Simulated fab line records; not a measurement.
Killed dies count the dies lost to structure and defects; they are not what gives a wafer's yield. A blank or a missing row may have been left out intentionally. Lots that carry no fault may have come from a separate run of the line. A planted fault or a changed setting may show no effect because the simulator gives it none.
The tool behind it: which one? || flow sfq-line || 14 lots with 42 wafers sampled at 2 steps, on a route of 325 steps

WHAT THE GAUGES READ, wafer by wafer
SFQ_M2_RS_MEAS_914: measurement is done with a four-point probe. Usual: M2_NB_RS gives 0.893 ohm/sq (standard deviation 0.0069).
{"lot": "L248", "measured": "day 11 11:45", "on": "film-metro-04", "M2_NB_RS (ohm/sq)": "0.889 0.893 0.886", "flag": ""}
{"lot": "L249", "measured": "day 12 14:32", "on": "film-metro-04", "M2_NB_RS (ohm/sq)": "0.893 0.897 0.889", "flag": ""}
{"lot": "L250", "measured": "day 18 04:25", "on": "film-metro-04", "M2_NB_RS (ohm/sq)": "0.898 0.891 0.894", "flag": ""}
{"lot": "L251", "measured": "day 18 06:49", "on": "film-metro-03", "M2_NB_RS (ohm/sq)": "0.898 0.899 0.892", "flag": ""}
{"lot": "L252", "measured": "day 29 06:01", "on": "film-metro-02", "M2_NB_RS (ohm/sq)": "0.893 0.894 0.899", "flag": ""}
{"lot": "L253", "measured": "day 29 19:23", "on": "film-metro-03", "M2_NB_RS (ohm/sq)": "0.897 0.891 0.885", "flag": ""}
{"lot": "L257", "measured": "day 32 18:14", "on": "film-metro-02", "M2_NB_RS (ohm/sq)": "0.887 0.879 0.887", "flag": ""}
{"lot": "L258", "measured": "day 33 01:42", "on": "film-metro-03", "M2_NB_RS (ohm/sq)": "0.440 0.441 0.439", "flag": "OFF"}
{"lot": "L259", "measured": "day 33 13:26", "on": "film-metro-02", "M2_NB_RS (ohm/sq)": "0.891 0.883 0.888", "flag": ""}
{"lot": "L262", "measured": "day 35 02:43", "on": "film-metro-02", "M2_NB_RS (ohm/sq)": "0.449 0.454 0.450", "flag": "OFF"}
{"lot": "L266", "measured": "day 35 15:32", "on": "film-metro-04", "M2_NB_RS (ohm/sq)": "0.894 0.897 0.886", "flag": ""}
{"lot": "L268", "measured": "day 35 19:07", "on": "film-metro-03", "M2_NB_RS (ohm/sq)": "0.903 0.899 0.894", "flag": ""}
{"lot": "L269", "measured": "day 35 21:31", "on": "film-metro-04", "M2_NB_RS (ohm/sq)": "0.906 0.899 0.899", "flag": ""}
{"lot": "L270", "measured": "day 35 22:45", "on": "film-metro-03", "M2_NB_RS (ohm/sq)": "0.890 0.885 0.888", "flag": ""}

WHICH TOOL RAN EACH LOT (tool, then ch and the chambers of the sampled wafers, then the start)
{"lot": "L248", "SFQ_TRILAYER_M2_DEP_SPUTTER_055": "pvd-sputter-03, day 11 11:38"}
{"lot": "L249", "SFQ_TRILAYER_M2_DEP_SPUTTER_055": "pvd-sputter-04, day 12 14:25"}
{"lot": "L250", "SFQ_TRILAYER_M2_DEP_SPUTTER_055": "pvd-sputter-04, day 18 04:17"}
{"lot": "L251", "SFQ_TRILAYER_M2_DEP_SPUTTER_055": "pvd-sputter-03, day 18 06:41"}
{"lot": "L252", "SFQ_TRILAYER_M2_DEP_SPUTTER_055": "pvd-sputter-05, day 29 05:54"}
{"lot": "L253", "SFQ_TRILAYER_M2_DEP_SPUTTER_055": "pvd-sputter-04, day 29 19:14"}
{"lot": "L257", "SFQ_TRILAYER_M2_DEP_SPUTTER_055": "pvd-sputter-05, day 32 18:09"}
{"lot": "L258", "SFQ_TRILAYER_M2_DEP_SPUTTER_055": "pvd-sputter-05, day 33 01:21"}
{"lot": "L259", "SFQ_TRILAYER_M2_DEP_SPUTTER_055": "pvd-sputter-03, day 33 13:21"}
{"lot": "L262", "SFQ_TRILAYER_M2_DEP_SPUTTER_055": "pvd-sputter-04, day 35 02:21"}
{"lot": "L266", "SFQ_TRILAYER_M2_DEP_SPUTTER_055": "pvd-sputter-04, day 35 15:25"}
{"lot": "L268", "SFQ_TRILAYER_M2_DEP_SPUTTER_055": "pvd-sputter-05, day 35 19:01"}
{"lot": "L269", "SFQ_TRILAYER_M2_DEP_SPUTTER_055": "pvd-sputter-04, day 35 21:25"}
{"lot": "L270", "SFQ_TRILAYER_M2_DEP_SPUTTER_055": "pvd-sputter-03, day 35 22:37"}
- SFQ_TRILAYER_M2_DEP_SPUTTER_055: material Nb, target thk 200 nm, time 133.3 s.

WHAT THE TOOLS THEMSELVES READ (means of the sampled wafers that have a number; where no wafer has one, the mark that the record gives instead)
SFQ_TRILAYER_M2_DEP_SPUTTER_055. Usual: 29.9 % for throttle-valve-pct, sd 1.2.
{"lot": "L248", "tool": "pvd-sputter-03", "throttle-valve-pct (%)": 30.1, "flag": ""}
{"lot": "L249", "tool": "pvd-sputter-04", "throttle-valve-pct (%)": 29.7, "flag": ""}
{"lot": "L250", "tool": "pvd-sputter-04", "throttle-valve-pct (%)": 29.0, "flag": ""}
{"lot": "L251", "tool": "pvd-sputter-03", "throttle-valve-pct (%)": 29.3, "flag": ""}
{"lot": "L252", "tool": "pvd-sputter-05", "throttle-valve-pct (%)": 29.5, "flag": ""}
{"lot": "L253", "tool": "pvd-sputter-04", "throttle-valve-pct (%)": 30.2, "flag": ""}
{"lot": "L257", "tool": "pvd-sputter-05", "throttle-valve-pct (%)": 29.5, "flag": ""}
{"lot": "L258", "tool": "pvd-sputter-05", "throttle-valve-pct (%)": 30.4, "flag": ""}
{"lot": "L259", "tool": "pvd-sputter-03", "throttle-valve-pct (%)": 29.6, "flag": ""}
{"lot": "L262", "tool": "pvd-sputter-04", "throttle-valve-pct (%)": 29.5, "flag": ""}
{"lot": "L266", "tool": "pvd-sputter-04", "throttle-valve-pct (%)": 29.6, "flag": ""}
{"lot": "L268", "tool": "pvd-sputter-05", "throttle-valve-pct (%)": 29.9, "flag": ""}
{"lot": "L269", "tool": "pvd-sputter-04", "throttle-valve-pct (%)": 30.0, "flag": ""}
{"lot": "L270", "tool": "pvd-sputter-03", "throttle-valve-pct (%)": 30.1, "flag": ""}

THE ANSWER, worked out from the rows above alone
Rule: a lot is off if the mean of its wafers that have a number lies more than 3 standard deviations from the usual mean. Also off: a lot with no number at a reading for which 4 or more lots have one. The other lots that the step has rows for count as sound. First the gauges in route order, then the tools' own readings, where a lot's mean is used as printed above. At the first step where some lot is off, the reading lying furthest off is the one used; lots without a number count as furthest.
Off: at SFQ_M2_RS_MEAS_914 (M2_NB_RS), L258, L262.
A tool fits if, at a process step before that reading, it ran every lot that is off, and no sound lot after the first of them. Those tools and the gauges at SFQ_M2_RS_MEAS_914 are tried in the same way. No candidate that was tried fits.

WHAT WAS PUT IN BY THE SIMULATOR
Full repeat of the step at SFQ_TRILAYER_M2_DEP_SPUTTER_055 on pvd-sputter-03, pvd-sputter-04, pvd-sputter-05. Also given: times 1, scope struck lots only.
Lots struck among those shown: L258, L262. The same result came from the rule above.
